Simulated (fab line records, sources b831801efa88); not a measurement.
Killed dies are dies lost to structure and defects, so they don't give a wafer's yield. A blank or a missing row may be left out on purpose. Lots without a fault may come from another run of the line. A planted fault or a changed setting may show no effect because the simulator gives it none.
fab line records | flow sky130
record lots=12 wafers=36 last_day=50
route steps=708 shown SONOS_ONO@172 LOCAL_INTERCONNECT@400 CONTACT@410 METAL1@434
lots that met no fault: from a run of the same line without faults
start_h: hours from the record's first day to the start of the lot's first wafer shown | wait_h: hours since the lot's step before | " the same as in the row above | L1.1+2: a row that stands for several wafers | - no value, or no start given | * or withheld: withheld | < > ~ a bound
route shown NAME@n: a module of which the file shows steps, and the number in the route of the first | usual: mean/standard deviation of fault-free wafers | same: alike in all rows | chamber/n: place in a boat | sites: the reading at each site | _std_site: their standard deviation | _edge_site: outer sites' mean less inner sites' | radius_mm: how far each site lies from the wafer's centre | mask NAME#n: copy n | behind: the tool/chamber that last shaped the wafer | hold: why the lot was held/for how many hours/how that ended | device: the transistor (n, p or np) that didn't switch | end of line: the same wafers' tests at the end of the route | a step without rows: its recipe alone | killed: dies lost to structure and defects at the first sort, not the wafer's yield | map: a wafer's dies, x killed, . not, _ none there
set.NAME: the setting as run; set.NAME@STEP: as run at that earlier step | model.NAME: the simulator's own value behind a step, which no gauge read
steps of the route over a sample of lots; a table a step, a row a wafer
services: from which hour (start_h, from the record's first day; less than 0 if before it) a tool's chamber was out of use, for how many hours, and why
## steps
# step SKY_SONOS_ONO_CVD_04
# recipe material=SiO2 precursor=SiH4/N2O target_thk_nm=5.7199 temp_c=900 pressure_mtorr=400
# usual pressure_mtorr=399.8/0.61 spike_tc_centre_C=900.4/1.7 spike_tc_lower_C=899.7/0.93
# columns lot.wafer tool chamber start_h wait_h pressure_mtorr spike_tc_centre_C spike_tc_lower_C
L576.1 lpcvd-03 0 254.90 0.1 399.9 900.6 899.3
L576.2 " 0 " " 399.8 898.7 899.3
L576.6 " 0 " " 399.1 898.7 899.4
L577.1 lpcvd-03 0 267.53 0.1 400.8 898.4 900.5
L577.2 " 0 " " 399.6 899.3 900.7
L577.6 " 0 " " 399.2 901.0 898.9
L579.3 lpcvd-03 1 289.59 0.0 399.6 902.3 900.3
L579.5 " 1 " " 399.9 902.4 899.7
L579.6 " 1 " " 399.4 899.9 899.9
L578.4 lpcvd-03 0 292.00 0.0 399.7 899.5 900.3
L578.5 " 0 " " 399.8 900.1 898.9
L578.6 " 0 " " 400.3 899.7 898.5
L580.1 lpcvd-03 0 301.50 0.1 400.2 898.1 898.8
L580.4 " 0 " " 399.4 898.9 899.8
L580.6 " 0 " " 399.2 899.5 898.0
L582.1 lpcvd-03 0 307.38 0.1 399.6 898.6 900.1
L582.2 " 0 " " 399.4 897.0 898.2
L582.5 " 0 " " 400.5 900.6 900.0
L586.4 lpcvd-03 1 347.36 0.0 399.9 902.2 897.8
L586.5 " 1 " " 400.2 901.6 899.6
L586.6 " 1 " " 399.5 901.3 900.1
L587.2 lpcvd-03 0 356.19 0.0 399.6 897.7 900.2
L587.4 " 0 " " 399.9 898.6 899.6
L587.6 " 0 " " 400.3 898.2 899.3
L589.1 lpcvd-03 0 377.44 0.1 399.4 898.0 899.3
L589.4 " 0 " " 399.5 899.4 900.1
L589.6 " 0 " " 398.4 898.2 900.0
L590.3 lpcvd-03 1 384.15 0.0 319.4 902.9 899.8
L590.5 " 1 " " 320.1 900.0 899.9
L590.6 " 1 " " 319.6 902.8 899.4
L591.3 lpcvd-03 1 392.16 0.0 319.7 903.2 899.1
L591.4 " 1 " " 318.6 903.4 900.1
L591.6 " 1 " " 320.0 902.0 898.6
L599.3 lpcvd-03 1 465.69 0.0 400.8 900.2 898.6
L599.4 " 1 " " 400.3 902.7 899.9
L599.5 " 1 " " 399.4 899.8 899.5
# step SKY_SONOS_ONO_THK_MEAS_05
# recipe reads=SiO2_of_SONOS_ONO_CVD_04
# usual SONOS_ONO_CVD_04_THK=5.62/0.11
# columns lot.wafer tool chamber start_h wait_h hold SONOS_ONO_CVD_04_THK[nm]
L576.1 film_metro-02 - 256.15 0.0 - 5.71
L576.2 " - " " - 5.71
L576.6 " - " " - 5.80
L577.1 film_metro-01 - 268.78 0.0 - 5.69
L577.2 " - " " - 5.73
L577.6 " - " " - 5.63
L579.3 film_metro-02 - 290.86 0.0 - 5.72
L579.5 " - " " - 5.63
L579.6 " - " " - 5.61
L578.4 film_metro-02 - 293.28 0.0 - 5.58
L578.5 " - " " - 5.66
L578.6 " - " " - 5.70
L580.1 film_metro-03 - 302.75 0.0 - 5.74
L580.4 " - " " - 5.82
L580.6 " - " " - 5.66
L582.1 film_metro-02 - 308.63 0.0 - 5.54
L582.2 " - " " - 5.53
L582.5 " - " " - 5.53
L586.4 film_metro-03 - 349.26 0.0 - 5.67
L586.5 " - " " - 5.52
L586.6 " - " " - 5.59
L587.2 film_metro-02 - 357.45 0.0 - 5.50
L587.4 " - " " - 5.55
L587.6 " - " " - 5.56
L589.1 film_metro-03 - 378.69 0.0 - 5.68
L589.4 " - " " - 5.71
L589.6 " - " " - 5.62
L590.3 film_metro-01 - 385.42 0.0 await_dispo/0.2h/release 4.93
L590.5 " - " " await_dispo/0.2h/release 5.11
L590.6 " - " " await_dispo/0.2h/release 5.17
L590.3 film_metro-01 - 385.76 0.3 - 5.00
L590.5 " - " " - 5.07
L590.6 " - " " - 5.12
L591.3 film_metro-02 - 393.43 0.0 await_dispo/0.2h/release 5.04
L591.4 " - " " await_dispo/0.2h/release 5.09
L591.6 " - " " await_dispo/0.2h/release 5.01
L591.3 film_metro-02 - 393.66 0.2 - 4.99
L591.4 " - " " - 5.09
L591.6 " - " " - 5.01
L599.3 film_metro-02 - 466.96 0.0 - 5.63
L599.4 " - " " - 5.65
L599.5 " - " " - 5.62
# step SKY_LOCAL_INTERCONNECT_ETCH_13
# recipe chemistry=N2/H2 target=BARC ion_energy_ev=200 bias_w=100 pressure_mtorr=30 n2_flow_sccm=100 h2_flow_sccm=200 icp_w=500 stop_on=SiO2 time_s=45.9 target_depth_a=600
# usual drypump_motor_current_A=5.9/0.34 oes_product_au=0.854/0.0044 throttle_valve_pct=13.225/0.0091
# columns lot.wafer tool chamber start_h wait_h drypump_motor_current_A oes_product_au rf_hours_counter_h throttle_valve_pct
L576.1 rie_metal-02 1 711.25 0.0 6.3 0.858 15 13.219
L576.2 " 0 " " 6.0 0.851 1 13.213
L576.6 " 1 " " 6.3 0.862 - 13.219
L577.1 rie_metal-02 0 721.15 0.0 6.0 0.850 1 13.221
L577.2 " 1 " " 6.3 0.853 15 13.213
L577.6 " 1 " " 6.3 0.861 - 13.214
L579.3 rie_metal-02 1 742.42 0.0 6.3 0.848 - 13.221
L579.5 " 1 " " 6.4 0.854 - 13.230
L579.6 " 0 " " 6.0 0.852 - 13.236
L578.4 rie_metal-03 1 747.66 0.0 6.0 0.855 - 13.213
L578.5 " 1 " " 6.0 0.848 - 13.222
L578.6 " 0 " " 5.6 0.848 - 13.215
L580.1 rie_metal-03 1 755.65 0.0 6.0 0.856 1 13.244
L580.4 " 1 " " 6.0 0.851 - 13.219
L580.6 " 1 " " 6.0 0.844 - 13.220
L582.1 rie_metal-03 0 766.39 0.0 5.6 0.859 6 13.228
L582.2 " 1 " " 6.0 0.851 1 13.210
L582.5 " 0 " " 5.6 0.863 - 13.207
L586.4 rie_metal-04 1 800.27 0.0 5.4 0.855 - 13.218
L586.5 " 1 " " 5.3 0.861 - 13.228
L586.6 " 0 " " 6.4 0.855 - 13.223
L587.2 rie_metal-02 0 811.72 0.0 6.0 0.852 - 13.233
L587.4 " 0 " " 6.0 0.856 - 13.231
L587.6 " 0 " " 6.0 0.859 - 13.232
L589.1 rie_metal-04 1 821.00 0.0 5.4 0.856 13 13.232
L589.4 " 1 " " 5.4 0.860 - 13.219
L589.6 " 0 " " 6.3 0.857 - 13.219
L590.3 rie_metal-04 0 829.21 0.0 6.4 0.850 - 13.223
L590.5 " 1 " " 5.3 0.847 - 13.236
L590.6 " 0 " " 6.3 0.850 - 13.218
L591.3 rie_metal-03 0 835.11 0.0 5.6 0.858 - 13.220
L591.4 " 1 " " 6.0 0.859 - 13.232
L591.6 " 1 " " 6.0 0.862 - 13.230
L599.3 rie_metal-02 0 893.91 0.0 6.0 0.859 - 13.223
L599.4 " 1 " " 6.3 0.847 - 13.221
L599.5 " 1 " " 6.3 0.853 - 13.217
# step SKY_CONTACT_CMP_04
# recipe material=SiO2 down_force_psi=4 platen_rpm=60 pad_velocity_m_s=0.94248
# usual motor_current_A=11.7/1.3 time_to_endpoint_s=83/4
# columns lot.wafer tool chamber start_h wait_h motor_current_A time_to_endpoint_s
L576.2 cmp-01 3 712.18 0.0 11.9 77
L576.1 " 1 " " 10.9 81
L576.6 " 0 " " 12.4 80
L577.2 cmp-02 2 722.11 0.0 13.7 81
L577.1 " 1 " " 12.1 87
L577.6 " 2 " " 13.7 83
L579.3 cmp-02 1 743.49 0.2 12.6 75
L579.5 " 2 " " 13.1 78
L579.6 " 3 " " 13.2 88
L578.4 cmp-01 1 748.71 0.1 11.0 86
L578.5 " 3 " " 11.6 78
L578.6 " 0 " " 12.2 89
L580.4 cmp-01 0 756.63 0.1 12.3 81
L580.1 " 1 " " 10.7 80
L580.6 " 0 " " 12.3 87
L582.2 cmp-01 2 767.31 0.0 8.6 79
L582.1 " 0 " " 11.9 83
L582.5 " 2 " " 9.8 77
L586.4 cmp-01 0 801.39 0.2 13.1 88
L586.6 " 1 " " 11.0 89
L586.5 " 2 " " 9.1 80
L587.2 cmp-01 0 812.76 0.0 12.4 87
L587.4 " 1 " " 11.5 82
L587.6 " 1 " " 10.7 85
L589.4 cmp-02 0 822.03 0.1 11.3 82
L589.1 " 1 " " 12.0 88
L589.6 " 2 " " 13.3 85
L590.3 cmp-02 0 830.27 0.1 12.0 79
L590.6 " 2 " " 13.1 85
L590.5 " 3 " " 12.6 87
L591.3 cmp-01 2 836.07 0.1 9.7 84
L591.4 " 3 " " 11.5 88
L591.6 " 2 " " 9.4 85
L599.3 cmp-02 3 895.07 0.2 12.4 87
L599.4 " 2 " " 12.7 84
L599.5 " 0 " " 11.5 79
# step SKY_METAL1_SPUTTER_00
# recipe material=Ti target_thk_nm=15 power_w=3000 time_s=10 chamber_pressure_pa=0.4
# usual throttle_valve_pct=30.0/0.93
# columns lot.wafer tool chamber start_h wait_h throttle_valve_pct
L576.1 pvd_sputter-04 - 741.63 0.2 29.7
L576.2 " - " " 28.9
L576.6 " - " " 30.0
L577.1 pvd_sputter-04 - 750.78 0.1 29.2
L577.2 " - " " 29.0
L577.6 " - " " 29.3
L579.3 pvd_sputter-02 - 771.37 0.1 30.9
L579.5 " - " " 30.7
L579.6 " - " " 30.4
L578.4 pvd_sputter-04 - 776.98 0.1 29.5
L578.5 " - " " 28.9
L578.6 " - " " 29.3
L580.1 pvd_sputter-02 - 784.80 0.2 29.6
L580.4 " - " " 30.1
L580.6 " - " " 29.4
L582.1 pvd_sputter-02 - 793.56 0.1 29.7
L582.2 " - " " 31.1
L582.5 " - " " 30.5
L586.4 pvd_sputter-02 - 827.17 0.1 30.2
L586.5 " - " " 31.6
L586.6 " - " " 29.3
L587.2 pvd_sputter-04 - 839.42 0.1 29.4
L587.4 " - " " 28.9
L587.6 " - " " 29.5
L589.1 pvd_sputter-04 - 849.65 0.1 29.5
L589.4 " - " " 30.0
L589.6 " - " " 29.6
L590.3 pvd_sputter-03 - 858.23 0.2 32.0
L590.5 " - " " 28.9
L590.6 " - " " 28.1
L591.3 pvd_sputter-02 - 864.32 0.2 31.2
L591.4 " - " " 30.6
L591.6 " - " " 30.7
L599.3 pvd_sputter-02 - 921.92 0.1 31.3
L599.4 " - " " 30.6
L599.5 " - " " 31.3
## services
# columns tool chamber start_h hours kind
cmp-01 - 232.18 4.0 pm
lpcvd-03 - 243.76 1.7 repair
pvd_sputter-02 - 265.98 4.0 repair
cmp-01 - 268.89 4.9 pm
cmp-01 - 345.38 1.7 repair
cmp-01 - 349.83 2.1 repair
lpcvd-03 - 395.47 6.1 pm
cmp-01 - 396.46 1.7 repair
pvd_sputter-02 - 434.58 1.9 repair
cmp-01 - 448.07 0.4 repair
cmp-01 - 453.84 13.5 pm
cmp-01 - 477.86 0.9 repair
cmp-01 - 486.15 1.4 repair
cmp-01 - 489.94 1.5 repair
cmp-01 - 522.69 7.5 pm
cmp-01 - 557.63 0.3 repair
cmp-01 - 572.18 4.0 pm
cmp-01 - 599.09 0.4 repair
cmp-01 - 639.63 0.6 repair
cmp-01 - 724.66 0.9 repair
lpcvd-03 - 737.22 87.2 repair
cmp-01 - 867.23 0.3 repair
cmp-01 - 891.98 5.2 pm
cmp-01 - 912.18 4.0 pm
## key
first_sign step=SKY_SONOS_ONO_CVD_04 reading=pressure_mtorr direction=down sigmas=99+ usual=399.8 struck=319.6
effect step=SKY_SONOS_ONO_THK_MEAS_05 reading=visit direction=added
effect step=SKY_SONOS_ONO_THK_MEAS_05 reading=SONOS_ONO_CVD_04_THK direction=down sigmas=5.3 usual=5.62 struck=5.06
met_at SKY_SONOS_ONO_CVD_04
struck_lots L590,L591
tester_left_out L590,L591
not_acting_at SKY_LOCAL_INTERCONNECT_ETCH_13,SKY_CONTACT_CMP_04,SKY_METAL1_SPUTTER_00
onset_between 377.44 384.15
fault kind=process_parameter_drift tool=lpcvd-03 chamber=- onset_h=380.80 steps=SKY_SONOS_ONO_CVD_04 channel=pressure_mtorr offset=-80 shape=step end_h=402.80 stated=400
# tester_left_out: of these lots the tester's yield and bins aren't shown, on N5 and GAA mostly nor the transistor test; their killed dies are dies lost to structure and defects alone, not to doping, threshold or leakage, so they don't give the yield
